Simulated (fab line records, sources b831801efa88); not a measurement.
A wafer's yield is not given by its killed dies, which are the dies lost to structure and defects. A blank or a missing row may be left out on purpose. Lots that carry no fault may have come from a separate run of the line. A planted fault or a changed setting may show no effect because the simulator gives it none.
Which of the tools did it? | flow sky130 | 24 lots with 72 wafers sampled at 5 steps, on a route of 708 steps

WHAT THE GAUGES READ, wafer by wafer
SKY_METAL1_CD_MEAS_15 targets a cd of 140 nm. Usual: 139.8 nm for cd_nm, sd 1.7.
lot  | measured     | on        | cd_nm (nm)        | flag
L074 | day 33 05:19 | cd_sem-02 | 141.3 141.2 140.1 |
L075 | day 33 06:41 | cd_sem-02 | 138.9 140.9 139.2 |
L076 | day 33 18:28 | cd_sem-02 | 141.3 142.1 140.6 |
L077 | day 34 12:28 | cd_sem-02 | 140.2 140.6 140.8 |
L079 | day 34 21:02 | cd_sem-02 | 140.3 139.3 139.8 |
L078 | day 34 21:29 | cd_sem-02 | 140.0 139.2 140.9 |
L080 | day 34 21:47 | cd_sem-02 | 139.4 139.3 139.1 |
L081 | day 36 02:26 | cd_sem-01 | 137.6 138.7 136.1 |
L083 | day 36 07:01 | cd_sem-02 | 143.2 142.4 141.9 |
L082 | day 36 11:20 | cd_sem-01 | 141.0 138.7 139.3 |
L084 | day 36 16:43 | cd_sem-01 | 140.4 142.1 139.4 |
L085 | day 37 04:19 | cd_sem-01 | 143.3 141.2 141.3 |
L086 | day 37 10:07 | cd_sem-01 | 139.7 139.3 139.3 |
L088 | day 38 03:40 | cd_sem-01 | 140.8 138.1 138.9 |
L087 | day 38 04:53 | cd_sem-01 | 139.1 139.8 140.9 |
L089 | day 38 07:40 | cd_sem-01 | 142.4 140.8 140.3 |
L090 | day 38 07:51 | cd_sem-01 | 137.6 136.4 137.4 |
L091 | day 38 13:07 | cd_sem-02 | 138.4 138.0 137.6 |
L092 | day 38 16:13 | cd_sem-01 | 138.4 136.7 136.7 |
L093 | day 39 04:53 | cd_sem-02 | 139.1 137.7 137.9 |
L094 | day 39 07:25 | cd_sem-01 | 138.8 139.5 140.0 |
L095 | day 39 13:01 | cd_sem-01 | 139.3 137.9 138.3 |
L096 | day 39 22:38 | cd_sem-02 | 141.2 141.5 143.3 |
L097 | day 40 01:29 | cd_sem-01 | 139.8 140.8 140.2 |

SKY_VIA1_CD_MEAS_12 targets a cd of 150 nm. Usual: 149.9 nm for cd_nm, sd 1.6.
lot  | measured     | on        | cd_nm (nm)        | flag
L074 | day 34 09:08 | cd_sem-02 | 150.6 148.4 149.1 |
L075 | day 34 10:35 | cd_sem-02 | 152.6 151.1 151.2 |
L076 | day 34 23:11 | cd_sem-02 | 150.3 150.1 150.3 |
L077 | day 35 16:14 | cd_sem-02 | 151.1 153.2 152.0 |
L079 | day 36 01:11 | cd_sem-02 | 146.9 148.1 147.4 |
L078 | day 36 01:32 | cd_sem-01 | 148.7 148.7 147.6 |
L080 | day 36 01:38 | cd_sem-02 | 147.7 148.2 148.4 |
L081 | day 37 06:13 | cd_sem-01 | 151.0 149.1 150.7 |
L083 | day 37 11:20 | cd_sem-01 | 151.6 152.7 151.6 |
L082 | day 37 15:14 | cd_sem-01 | 148.2 150.1 148.3 |
L084 | day 37 20:02 | cd_sem-01 | 149.5 149.0 149.5 |
L085 | day 38 08:02 | cd_sem-02 | 150.8 149.8 150.1 |
L086 | day 38 13:44 | cd_sem-01 | 151.4 151.6 150.4 |
L088 | day 39 06:19 | cd_sem-02 | 148.6 147.8 148.6 |
L087 | day 39 07:35 | cd_sem-02 | 150.6 150.3 149.8 |
L089 | day 39 10:14 | cd_sem-02 | 150.3 150.3 149.6 |
L090 | day 39 09:48 | cd_sem-02 | 148.4 147.1 146.9 |
L091 | day 39 15:34 | cd_sem-01 | 150.3 149.1 149.2 |
L092 | day 39 18:22 | cd_sem-02 | 151.5 151.8 150.5 |
L093 | day 40 07:31 | cd_sem-02 | 150.1 150.7 152.3 |
L094 | day 40 09:08 | cd_sem-01 | 151.5 151.0 151.6 |
L095 | day 40 14:44 | cd_sem-01 | 152.0 150.6 152.8 |
L096 | day 41 00:13 | cd_sem-02 | 149.2 151.0 148.6 |
L097 | day 41 03:11 | cd_sem-02 | 148.5 149.0 151.3 |

SKY_VIA2_THK_MEAS_23: measures by xrf. Usual: VIA2_W_THK 433 nm, standard deviation 6.6.
lot  | measured     | on            | VIA2_W_THK (nm) | flag
L074 | day 36 20:26 | film_metro-01 | 430 431 426     |
L075 | day 36 20:38 | film_metro-03 | 441 438 439     |
L076 | day 37 08:48 | film_metro-03 | 427 424 426     |
L077 | day 38 00:36 | film_metro-04 | 435 434 430     |
L079 | day 38 09:38 | film_metro-01 | 423 430 428     |
L078 | day 38 10:17 | film_metro-01 | 424 427 423     |
L080 | day 38 10:49 | film_metro-03 | 443 438 429     |
L081 | day 39 13:02 | film_metro-04 | 426 438 430     |
L083 | day 39 18:53 | film_metro-01 | 434 438 439     |
L082 | day 39 23:02 | film_metro-01 | 438 440 434     |
L084 | day 40 03:11 | film_metro-03 | 437 430 437     |
L085 | day 40 13:32 | film_metro-01 | 436 435 445     |
L086 | day 40 19:14 | film_metro-01 | 425 427 433     |
L088 | day 41 11:47 | film_metro-01 | 432 432 436     |
L087 | day 41 12:48 | film_metro-01 | 425 430 431     |
L089 | day 41 15:56 | film_metro-04 | 425 425 425     |
L090 | day 41 14:22 | film_metro-01 | 438 442 438     |
L091 | day 41 20:03 | film_metro-01 | 438 442 440     |
L092 | day 41 23:43 | film_metro-01 | 442 437 439     |
L093 | day 42 12:21 | film_metro-01 | 430 446 443     |
L094 | day 42 13:30 | film_metro-01 | 434 428 429     |
L095 | day 42 18:41 | film_metro-01 | 429 433 429     |
L096 | day 43 03:53 | film_metro-04 | 426 435 440     |
L097 | day 43 06:50 | film_metro-01 | 421 423 422     |

SKY_CAPM_OVL_MEAS_12. Usual: CAPM_OVL 0.0 nm, standard deviation 1.3.
lot  | measured     | on         | CAPM_OVL (nm)  | flag
L074 | day 37 22:49 | overlay-01 | -1.0 -0.7 -0.1 |
L075 | day 37 23:31 | overlay-01 | -3.3 -1.9 -1.7 |
L076 | day 38 10:32 | overlay-02 | -0.1 0.5 -1.1  |
L077 | day 39 02:22 | overlay-01 | -0.7 0.5 -0.4  |
L079 | day 39 11:26 | overlay-02 | -0.6 -2.1 -0.6 |
L078 | day 39 11:31 | overlay-01 | -0.9 0.5 -1.6  |
L080 | day 39 12:06 | overlay-02 | 1.9 -0.4 0.5   |
L081 | day 40 14:10 | overlay-01 | -0.5 0.7 1.0   |
L083 | day 40 20:04 | overlay-02 | 0.1 -1.7 0.2   |
L082 | day 41 00:04 | overlay-01 | 2.1 1.4 1.3    |
L084 | day 41 03:47 | overlay-02 | 0.8 -0.2 1.3   |
L085 | day 41 13:55 | overlay-02 | 1.7 1.3 2.3    |
L086 | day 41 20:19 | overlay-01 | 1.0 -1.2 -0.2  |
L088 | day 42 11:44 | overlay-02 | -1.1 -1.4 -1.2 |
L087 | day 42 12:37 | overlay-02 | 1.4 1.5 1.8    |
L089 | day 42 15:34 | overlay-02 | 1.9 0.5 0.7    |
L090 | day 42 14:14 | overlay-02 | 1.5 -1.3 -0.2  |
L091 | day 42 20:05 | overlay-01 | 0.1 2.0 0.2    |
L092 | day 42 23:31 | overlay-01 | -0.4 -2.0 0.4  |
L093 | day 43 11:35 | overlay-01 | -0.4 -0.6 -0.1 |
L094 | day 43 13:56 | overlay-01 | 1.1 1.6 2.3    |
L095 | day 43 18:28 | overlay-02 | -0.4 -1.8 -0.3 |
L096 | day 44 02:22 | overlay-01 | -0.5 -1.1 -0.5 |
L097 | day 44 05:59 | overlay-02 | 0.5 0.7 2.0    |

WHAT TOOL EACH LOT RAN ON (gives the tool, then ch and the chambers of the sampled wafers, and finally the start)
lot  | SKY_METAL2_ETCH_18
L074 | rie_metal-04 ch 0,1, day 35 14:02
L075 | rie_metal-02 ch 0,1, day 35 15:11
L076 | rie_metal-04 ch 0,1, day 36 03:22
L077 | rie_metal-02 ch 0,1, day 36 20:17
L079 | rie_metal-04 ch 0,1, day 37 05:23
L078 | rie_metal-04 ch 1, day 37 06:02
L080 | rie_metal-03 ch 0,1, day 37 06:24
L081 | rie_metal-04 ch 0, day 38 09:53
L083 | rie_metal-02 ch 0,1, day 38 15:10
L082 | rie_metal-04 ch 0, day 38 19:10
L084 | rie_metal-04 ch 0, day 38 23:25
L085 | rie_metal-02 ch 0,1, day 39 10:47
L086 | rie_metal-04 ch 0,1, day 39 16:58
L088 | rie_metal-02 ch 0, day 40 08:43
L087 | rie_metal-04 ch 0, day 40 10:13
L089 | rie_metal-02 ch 0,1, day 40 12:46
L090 | rie_metal-03 ch 0,1, day 40 11:51
L091 | rie_metal-03 ch 0,1, day 40 17:27
L092 | rie_metal-02 ch 0,1, day 40 20:43
L093 | rie_metal-03 ch 0,1, day 41 09:42
L094 | rie_metal-04 ch 0,1, day 41 11:45
L095 | rie_metal-03 ch 0,1, day 41 16:35
L096 | rie_metal-03 ch 0,1, day 42 02:07
L097 | rie_metal-02 ch 0,1, day 42 05:17
- SKY_METAL2_ETCH_18: etches BARC in N2/H2, stops on SiO2, time 45.9 s, target depth 60 nm.

AS READ BY THE TOOLS THEMSELVES (means over the sampled wafers that have a number; for cases with no such wafer, the mark the record gives instead)
SKY_METAL2_ETCH_18. Usual: drypump_motor_current_A 5.9 A, standard deviation 0.53; oes_product_au 0.854 a.u., standard deviation 0.0046; throttle_valve_pct 13.225 %, standard deviation 0.0088.
lot  | tool         | drypump_motor_current_A (A) | oes_product_au (a.u.) | throttle_valve_pct (%) | flag
L074 | rie_metal-04 | 6.0                         | 0.858                 | 13.233                 |
L075 | rie_metal-02 | 5.7                         | 0.859                 | 13.216                 |
L076 | rie_metal-04 | 6.2                         | 0.859                 | 13.219                 |
L077 | rie_metal-02 | 5.6                         | 0.854                 | 13.232                 |
L079 | rie_metal-04 | 6.0                         | 0.853                 | 13.223                 |
L078 | rie_metal-04 | 6.4                         | 0.856                 | 13.212                 |
L080 | rie_metal-03 | 6.5                         | 0.854                 | 13.234                 |
L081 | rie_metal-04 | 5.7                         | 0.860                 | 13.229                 |
L083 | rie_metal-02 | 5.6                         | 0.853                 | 13.219                 |
L082 | rie_metal-04 | 5.7                         | 0.852                 | 13.232                 |
L084 | rie_metal-04 | 5.8                         | 0.849                 | 13.224                 |
L085 | rie_metal-02 | 5.6                         | 0.851                 | 13.224                 |
L086 | rie_metal-04 | 6.2                         | 0.849                 | 13.227                 |
L088 | rie_metal-02 | 5.0                         | 0.856                 | 13.223                 |
L087 | rie_metal-04 | 5.8                         | 0.857                 | 13.230                 |
L089 | rie_metal-02 | 5.3                         | 0.852                 | 13.226                 |
L090 | rie_metal-03 | 6.5                         | 0.849                 | 13.226                 |
L091 | rie_metal-03 | 6.5                         | 0.850                 | 13.224                 |
L092 | rie_metal-02 | 5.3                         | 0.856                 | 13.228                 |
L093 | rie_metal-03 | 6.6                         | 0.848                 | 13.224                 |
L094 | rie_metal-04 | 6.2                         | 0.859                 | 13.230                 |
L095 | rie_metal-03 | 6.5                         | 0.855                 | 13.232                 |
L096 | rie_metal-03 | 6.5                         | 0.849                 | 13.227                 |
L097 | rie_metal-02 | 5.6                         | 0.856                 | 13.223                 |

THE ANSWER, worked out from the rows above alone
Rule: take the mean of a lot's wafers that have a number; if it is more than 3 standard deviations from the usual mean, the lot is off. Also off: a lot with no number at a reading for which 4 or more lots have one. Any other lot the step has rows for is counted as sound. First the gauges in route order, then the tools' own readings, where a lot's mean is used as printed above. The first step at which some lot is off is used, and at that step the reading that is off furthest; a lot without a number counts as furthest.
No lot is off on any of the readings shown, so nothing can be concluded from this.

WHAT THE SIMULATOR PUT IN
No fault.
